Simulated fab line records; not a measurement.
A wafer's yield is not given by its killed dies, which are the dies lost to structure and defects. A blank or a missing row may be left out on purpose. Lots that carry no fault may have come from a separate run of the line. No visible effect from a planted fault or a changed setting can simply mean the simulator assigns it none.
A lot that was struck, set against a sound lot / flow sky130 / 17 out of 708 route steps
Sound: wafers L977.1, L977.5, L977.6. Wafers L992.2, L992.4, L992.5 were the ones struck. The cause comes at the end.
At each step with rows: each side's tool, then ch and its chambers, then its first start. Under that, the readings that differ: sound wafers / struck wafers / difference of the means / sigmas: that difference in standard deviations of wafers without a fault.
alike: words and numbers the same on both sides, and readings whose means are apart by under 2 such deviations; not compared: readings that were withheld, readings missing a value for some wafer, numbers with overlapping values and no deviation given by the record, and bounds like >300 which may hide the same value.
The two part at a step that has a row with sigmas, a row that says differs or no value, or rows on one side only. Non-overlapping numbers with no deviation appear without sigmas and do not part them. Lack of a reading on every wafer of one side parts them only where that side has two or more wafers.

SKY_LDD_P_OVL_MEAS_08:
  sound: overlay-02 at day 18 20:02; struck: overlay-02 at day 24 12:33
  alike: LDD_P_OVL
following that, these wafers have no rows for 1 step: SKY_LDD_P_IMPLANT_09.
SKY_LDD_P_STRIP_10: strips in O2/N2.
  sound on plasma asher-01 ch 0,1, day 18 20:14; struck on plasma asher-02 ch 1, day 24 12:44
reading=strip time to endpoint s (s); sound=14.22 14.22 14.19; struck=14.11 14.11 14.13; difference=-0.09; sigmas=-2
  alike: drypump motor current A, oes product au
  not compared: rf hours counter h
SKY_LDD_P_TW_MEAS_11:
  sound: film metro-02 at day 18 20:20; struck: film metro-04 at day 24 12:50
reading=LDD_P_TW; sound=651 652 648; struck=634 633 631; difference=-18; sigmas=-2
then, 7 steps without rows for these wafers: SKY_LDD_HVN_DEHYDRATE_00 (time 60 s); SKY_LDD_HVN_HMDS_01 (prime time 60 s); SKY_LDD_HVN_COAT_02 (resist thk 300 nm); SKY_LDD_HVN_SOFTBAKE_03 (time 60 s); SKY_LDD_HVN_EXPOSE_04 (exposes mask HVNTM, target cd 700 nm); SKY_LDD_HVN_PEB_05; SKY_LDD_HVN_DEVELOP_06 (develop time 60 s).
SKY_LDD_HVN_OVL_MEAS_07:
  sound: overlay-01 at day 20 03:01; struck: overlay-01 at day 25 17:32
  alike: LDD_HVN_OVL
SKY_LDD_HVN_IMPLANT_08:
  sound on implanter-02 ch 0, day 20 03:04; struck on implanter-02 ch 0, day 25 17:35
reading=beam energy keV; sound=59.982 59.994 59.994; struck=79.097 79.115 79.085; difference=+19.109; sigmas=+99 or more
reading=model.implant.rp nm (nm); sound=54.22 54.22 54.22; struck=77 77 77; difference=+23; sigmas=
reading=model.implant.drp nm (nm); sound=28.15 28.15 28.15; struck=35.68 35.68 35.68; difference=+7.53; sigmas=
  alike: dose ions cm2
SKY_LDD_HVN_STRIP_09: strips in O2/N2.
  sound on plasma asher-03 ch 0,1, day 20 03:13; struck on plasma asher-03 ch 0,1, day 25 17:43
  alike: drypump motor current A, oes product au, strip time to endpoint s
  not compared: rf hours counter h
SKY_LDD_HVN_TW_MEAS_10:
  sound: film metro-01 at day 20 03:19; struck: film metro-01 at day 25 17:49
reading=LDD_HVN_TW; sound=1411 1416 1421; struck=1519 1523 1515; difference=+103; sigmas=+5
then, 1 step without rows for these wafers: SKY_LDD_HVP_DEHYDRATE_00 (time 60 s).
-- the record jumps here: 24 days lie between the struck wafers' starts before and after (it left off in module LDD_HVP and takes up again in module PAD_OPEN, whose first step shown is number 708 of the route) --
SKY_PAD_OPEN_PROBE_99:
  sound: prober-01 at day 45 16:26; struck: prober-01 at day 49 07:56
reading=model.etest.tip_n_5v.rs ohm sq; sound=1396 1392 1405; struck=1220 1219 1225; difference=-176; sigmas=
reading=model.etest.nfet g5v0d10v5.r on ohm um; sound=1874 1867 1863; struck=1795 1844 1803; difference=-54; sigmas=
reading=model.etest.nfet g5v0d10v5.drive ua um; sound=616.4 616.3 622.8; struck=630.9 635.9 638.9; difference=+16.7; sigmas=
reading=model.etest.ring_5v.delay ps; sound=44.45 44.44 44; struck=43.53 43.84 43.47; difference=-0.68; sigmas=
reading=model.etest.nfet g5v0d10v5.vt sat v (V); sound=0.7563 0.749 0.7531; struck=0.6926 0.6943 0.6898; difference=-0.0606; sigmas=
reading=model.etest.nfet g5v0d10v5.vt v (V); sound=0.8116 0.8085 0.8075; struck=0.7774 0.7773 0.7742; difference=-0.0329; sigmas=
reading=model.etest.nfet_05v0_nvt.vt sat v (V); sound=0.2865 0.2829 0.2822; struck=0.2689 0.2681 0.2722; difference=-0.0141; sigmas=
  alike: killed_at_M0_to_M3, killed_at_M4_up, killed at contacts, killed at front end, killed at other, killed dies, killed open, killed short

## WHERE THEY PART
Earliest at SKY_LDD_P_STRIP_10; latest, in this record, at SKY_LDD_HVN_TW_MEAS_10. Later steps at which nothing parts them and some readings are alike: SKY_PAD_OPEN_PROBE_99.

WHY: whatever the simulator had introduced
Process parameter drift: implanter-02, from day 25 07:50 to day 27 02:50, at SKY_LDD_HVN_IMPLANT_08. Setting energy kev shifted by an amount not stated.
